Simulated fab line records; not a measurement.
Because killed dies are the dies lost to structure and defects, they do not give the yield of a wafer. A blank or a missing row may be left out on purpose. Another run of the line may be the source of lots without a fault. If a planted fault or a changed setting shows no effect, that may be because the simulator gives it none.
The tool behind it: which one? + flow gf180mcu + 6 lots with 18 wafers sampled at 3 steps, on a route of 602 steps

== WHAT EACH GAUGE READ, for each wafer ==
GF_HV_LDD_THK_MEAS_55.
| lot  | measured     | on            | HV_LDD_CVD_54_THK (nm) |
|------|--------------|---------------|------------------------|
| L764 | day 12 19:49 | film metro-02 | 10.00 9.92 9.92        |
| L766 | day 13 21:17 | film metro-02 | 10.24 10.15 10.25      |
| L768 | day 14 08:01 | film metro-02 | 10.12 10.07 10.01      |
| L770 | day 15 02:37 | film metro-02 | 10.10 10.11 10.22      |
| L781 | day 19 12:57 | film metro-01 | 10.03 9.83 10.06       |
| L784 | day 20 00:38 | film metro-02 | 9.90 10.09 9.95        |

== WHAT TOOL EACH LOT RAN ON (gives the tool, then ch and the chambers of the sampled wafers, and finally the start) ==
| lot  | GF_HV_LDD_STRIP_37                   | GF_HV_LDD_CVD_54            |
|------|--------------------------------------|-----------------------------|
| L764 | plasma asher-02 ch 0,1, day 11 22:42 | lpcvd-02 ch 1, day 12 18:16 |
| L766 | plasma asher-04 ch 0,1, day 12 23:26 | lpcvd-01 ch 1, day 13 20:16 |
| L768 | plasma asher-02 ch 0,1, day 13 09:40 | lpcvd-02 ch 0, day 14 06:28 |
| L770 | plasma asher-04 ch 0,1, day 14 04:12 | lpcvd-01 ch 0, day 15 01:34 |
| L781 | plasma asher-02 ch 0,1, day 18 10:31 | lpcvd-02 ch 1, day 19 11:25 |
| L784 | plasma asher-02 ch 0,1, day 18 22:38 | lpcvd-02 ch 0, day 19 23:37 |
- GF_HV_LDD_STRIP_37: strips in O2/N2.
- GF_HV_LDD_CVD_54: deposits SiO2 from TEOS, target thk 10 nm, time 75 s.

== THE ANSWER, worked out from the rows above alone ==
Rule: the lots themselves supply what counts as usual. Put in order of their means at a reading, lots are off if they are a third of the lots or fewer, leave a main group of 4 or more, and stand apart from it by a gap of 3 or more times the standard deviation of the main group's means; of several such gaps the widest counts. If all means in a main group match to the digits the tables above print for the reading, that group is not used. A lot without any number at a reading at which 4 lots or more have one is off too. All remaining lots with rows at the step are treated as sound.
No lot is off on any of the readings shown, so nothing can be concluded from this.

== WHAT THE SIMULATOR PUT IN ==
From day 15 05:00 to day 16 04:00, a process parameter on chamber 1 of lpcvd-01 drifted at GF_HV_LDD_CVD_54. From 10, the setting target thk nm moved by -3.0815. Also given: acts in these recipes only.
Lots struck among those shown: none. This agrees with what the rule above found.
